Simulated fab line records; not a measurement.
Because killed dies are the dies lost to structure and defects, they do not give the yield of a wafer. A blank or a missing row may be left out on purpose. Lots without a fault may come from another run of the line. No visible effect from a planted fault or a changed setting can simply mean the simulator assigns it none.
A lot that was struck, set against a sound lot    flow sky130    34 out of 708 route steps
Sound: the wafers L177.4, L177.5, L177.6. Wafers L187.4, L187.5, L187.6 were the ones struck. Last of all comes the cause.
Each step with rows lists, per side, the tool, then ch with its chambers, then its first start. Under that, the readings that differ: sound wafers    struck wafers    difference of the means    sigmas: that difference in standard deviations of wafers without a fault.
alike: readings whose means differ by less than 2 such deviations, and words and numbers that are the same on both sides. not compared: withheld readings, readings that some wafer has no value for, bounds like >300 that may hide the same value, and numbers for which the record gives no deviation and whose values overlap.
The two part at a step that has a row with sigmas, a row that says differs or no value, or rows on one side only. Non-overlapping numbers with no deviation appear without sigmas and do not part them. A reading missing from all wafers of one side parts the sides only when that side holds two or more wafers.

first, 7 steps without rows for these wafers: SKY_SONOS_TUNNEL_DEVELOP_06 (develop time 60 s); SKY_SONOS_TUNNEL_IMPLANT_09; SKY_SONOS_TUNNEL_WET_ETCH_10 (etches SiO2 in dHF, target depth 14 nm, time 280 s); SKY_SONOS_TUNNEL_STRIP_11 (strips in SPM, time 600 s); SKY_SONOS_TUNNEL_CLEAN_13 (cleans in dHF, time 20 s); SKY_SONOS_ONO_OXIDATION_00 (stabilise 600 s, purge 300 s, target thk 2.6 nm); SKY_SONOS_ONO_CVD_02 (deposits Si3N4 from DCS/NH3, target thk 10.5 nm, time 180 s).
SKY_SONOS_ONO_CVD_04: deposits SiO2 from SiH4/N2O, target thk 5.7199 nm.
  sound on lpcvd-03 ch 0, day 12 21:34; struck on lpcvd-03 ch 0, day 16 02:11
reading                                    sound              struck             difference  sigmas
model.SiO2_of_SONOS_ONO_CVD_04.thkNm (nm)  5.569 5.636 5.613  6.783 6.747 6.715  +1.142      
  alike: spikeTcUpperC, zonePowerTopPct
SKY_SONOS_ONO_THK_MEAS_05:
  struck on filmMetro-01, day 16 03:28; sound on filmMetro-01, day 12 22:51
reading                    sound           struck          difference  sigmas
SONOS_ONO_CVD_04_THK (nm)  5.56 5.65 5.64  6.78 6.74 6.67  +1.11       +8
then, 23 steps without rows for these wafers: SKY_SONOS_ONO_DEHYDRATE_06 (time 60 s); SKY_SONOS_ONO_HMDS_07 (prime time 60 s); SKY_SONOS_ONO_COAT_08 (resist thk 1140 nm); SKY_SONOS_ONO_SOFTBAKE_09 (time 60 s); SKY_SONOS_ONO_EXPOSE_10 (exposes mask ONOM, target cd 410 nm); SKY_SONOS_ONO_PEB_11; SKY_SONOS_ONO_DEVELOP_12 (develop time 60 s); SKY_SONOS_ONO_ETCH_15 (etches the open film in CHF3/O2, target depth 19.52 nm, time 7.8 s); SKY_SONOS_ONO_WET_ETCH_16 (etches SiO2 in dHF, target depth 14 nm, time 280 s); SKY_SONOS_ONO_STRIP_17 (strips in O2/N2); SKY_SONOS_ONO_WET_ETCH_18 (etches Si3N4 in H3PO4, target depth 15 nm, time 172 s); SKY_GATE_OXIDE_CLEAN_00 (cleans in SC1/SC2, time 150 s); SKY_GATE_OXIDE_OXIDATION_01 (stabilise 600 s, purge 300 s, target thk 10.268 nm); SKY_GATE_OXIDE_DEHYDRATE_03 (time 60 s); SKY_GATE_OXIDE_HMDS_04 (prime time 60 s); SKY_GATE_OXIDE_COAT_05 (resist thk 1162 nm); SKY_GATE_OXIDE_SOFTBAKE_06 (time 60 s); SKY_GATE_OXIDE_EXPOSE_07 (exposes mask LVOM, target cd 600 nm); SKY_GATE_OXIDE_PEB_08; SKY_GATE_OXIDE_DEVELOP_09 (develop time 60 s); SKY_GATE_OXIDE_IMPLANT_11; SKY_GATE_OXIDE_WET_ETCH_12 (etches SiO2 in dHF, target depth 16.8 nm, time 336 s); SKY_GATE_OXIDE_STRIP_13 (strips in O2/N2).
-- the record jumps here: 3 days lie between the struck wafers' starts before and after --
SKY_GATE_OXIDE_CLEAN_15: cleans in SC1/SC2, time 150 s.
  sound on wetBench-03 ch 2, day 15 04:50; struck on wetBench-04 ch 2, day 18 16:58
reading                                    sound             struck            difference  sigmas
model.SiO2_of_SONOS_ONO_CVD_04.thkNm (nm)  4.027 4.092 4.07  5.248 5.225 5.19  +1.158      
  alike: bathGuardTempC
-- the record jumps here: 30 days lie between the struck wafers' starts before and after (it left off in module GATE_OXIDE and takes up again in module PAD_OPEN, whose first step shown is number 708 of the route) --
SKY_PAD_OPEN_PROBE_99:
  struck on prober-02, day 49 02:36; sound on prober-02, day 46 20:06
reading                                  sound                 struck                difference  sigmas
killed_at_M0_to_M3                       44 37 33              59 50 44              +13         +2
model.etest.sonosErased.driveUaUm        192.9 206.6 162.8     127.5 102.7 106.5     -75.2       
model.etest.sonosProgrammed.offLog10AUm  -13.98 -14.04 -14.04  -12.03 -12.45 -11.83  +1.92       
model.etest.capOno.gateLog10ACm2         -7.901 -8.007 -7.943  -9.473 -9.513 -9.485  -1.540      
model.etest.capOno.gateBvV (V)           16.41 16.49 16.95     17.78 17.43 17.27     +0.88       
model.etest.capOno.toxAccNm (nm)         12.86 12.95 12.87     14.1 14.1 14.06       +1.2        
model.etest.sonosProgrammed.vtV (V)      1.501 1.54 1.488      0.8156 0.8259 0.7601  -0.7091     
model.etest.sonosErased.vtV (V)          -2.305 -2.293 -2.259  -1.628 -1.551 -1.574  +0.701      
  alike: killed_at_M4_up, killedAtContacts, killedAtFrontEnd, killedAtOther, killedDies, killedOpen, killedShort
  not compared: model.etest.sonosUncharged.rOnOhmUm

== WHERE THEY PART ==
Earliest at SKY_SONOS_ONO_THK_MEAS_05; latest, in this record, at SKY_PAD_OPEN_PROBE_99.

WHY: what the simulator had put in
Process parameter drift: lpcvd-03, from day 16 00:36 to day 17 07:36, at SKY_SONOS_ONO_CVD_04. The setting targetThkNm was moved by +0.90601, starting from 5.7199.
